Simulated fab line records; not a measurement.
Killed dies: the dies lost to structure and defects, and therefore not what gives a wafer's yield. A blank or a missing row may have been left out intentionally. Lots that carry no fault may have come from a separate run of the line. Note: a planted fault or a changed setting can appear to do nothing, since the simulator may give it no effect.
Code-filled problem report in 8D (eight disciplines) form    flow gf180mcu    the parts of the form that need people (team, actions taken, sign-off) are left out

== 1. WHAT IS WRONG ==
HV_LDD_CVD_54_THK at GF_HV_LDD_THK_MEAS_55 reads a mean of 5.01 nm on 3 wafers of 1 lot; wafers without a fault read 9.94 nm with a standard deviation of 0.15. That is -33 standard deviations from the usual mean.
Earliest sighting: wafer L645.3 on film metro-01 at day 14 02:04. The record holds 39 wafers of 13 lots with a number at this step. By rule, "out" or "out of limits" means more than 4 standard deviations away from the usual mean. The other wafers with a number count as sound.

== 2. WHAT THIS IS AND IS NOT ==
question                     is                      is not
which readings at this step  HV_LDD_CVD_54_THK       -
which lots                   L645                    L640, L641, L642, L644, L654, L656, L657, L658, L659, L661, L662, L663
which wafers of those lots   all that have a number  -
read on which gauges         film metro-01           film metro-03, film metro-04
when                         from day 14 02:04       up to then (12 sound wafers); but 24 sound wafers of L654, L656, L657, L658, L659, L661, L662, L663 came after

== 3. THE SUSPECTS, EACH WITH WHAT RULES IT OUT ==
Counting: a tool stays on the suspect list if, at a process step up to the reading, it processed all lots that are out and no sound lot following the first of them.
- the gauge at GF_HV_LDD_THK_MEAS_55: ruled out. All the wafers that are out were read on film metro-01, but those of them that GF_HV_LDD_CVD_54 has rows for are out there too, on other tools.
- lpcvd-02 at GF_HV_LDD_CVD_54 (deposits SiO2 from TEOS, target thk 10 nm, time 75 s): ruled out as a lasting fault. Following L645 (day 14 01:01), the first lot on it that is out, the sound lots L654, L657, L658, L659, L661 were run on it.
Left after counting: nothing in the record.

== 4. THE CAUSE (what the simulator had put in) ==
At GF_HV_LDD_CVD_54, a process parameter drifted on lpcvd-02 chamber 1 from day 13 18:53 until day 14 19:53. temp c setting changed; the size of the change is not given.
The count ruled it out by mistake, since the rule takes a fault to strike every lot its tool runs from the start of the fault on, and this one did not do so.

== 5. THE CHAIN OF EFFECTS, in route order ==
Rows list readings where the struck wafers' mean (over those with a number) sits beyond 3 standard deviations from the usual. Readings are gone through only where the record gives a usual standard deviation; hours: the median, over the lots, of the time from a lot's start at the first step in this table giving one to that lot's start at this step; sigmas: the change measured in usual standard deviations.
hours  step                   reading                usual    on struck wafers  change  sigmas
0      GF_HV_LDD_CVD_54       spike tc bottom C      701.2 C  674.5             -26.7   -19
0      GF_HV_LDD_CVD_54       spike tc centre C      681.6 C  654.1             -27.5   -23
0      GF_HV_LDD_CVD_54       spike tc lower C       680.2 C  650.7             -29.5   -16
0      GF_HV_LDD_CVD_54       spike tc top C         698.7 C  673.3             -25.4   -16
0      GF_HV_LDD_CVD_54       spike tc upper C       679.6 C  652.7             -26.9   -22
0      GF_HV_LDD_CVD_54       susceptor temp C       680.0 C  652.5             -27.5   -89
0      GF_HV_LDD_CVD_54       zone power centre pct  11.4 %   10.3              -1.1    -3.1
1      GF_HV_LDD_THK_MEAS_55  HV_LDD_CVD_54_THK      9.94 nm  5.01              -4.93   -33
Here are the process steps it includes:
- GF_HV_LDD_CVD_54: deposits SiO2 from TEOS, target thk 10 nm, time 75 s.
Later measuring or inspecting steps at which every struck wafer that the step has a row for has a number for every such reading, and none has moved that far: GF_NSD_CD_MEAS_07.

== 6. WHAT WOULD HAVE CAUGHT IT SOONER ==
The first out-of-limits reading at a measuring or inspecting step in this record came at day 14 02:04, 7 hours after the fault's start at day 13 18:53.
The tool's own readings at GF_HV_LDD_CVD_54 were out on every struck wafer that the step has a row for (spike tc bottom C, spike tc centre C, spike tc lower C, spike tc top C, spike tc upper C, susceptor temp C): an alarm limit on them would have fired on the first of those.
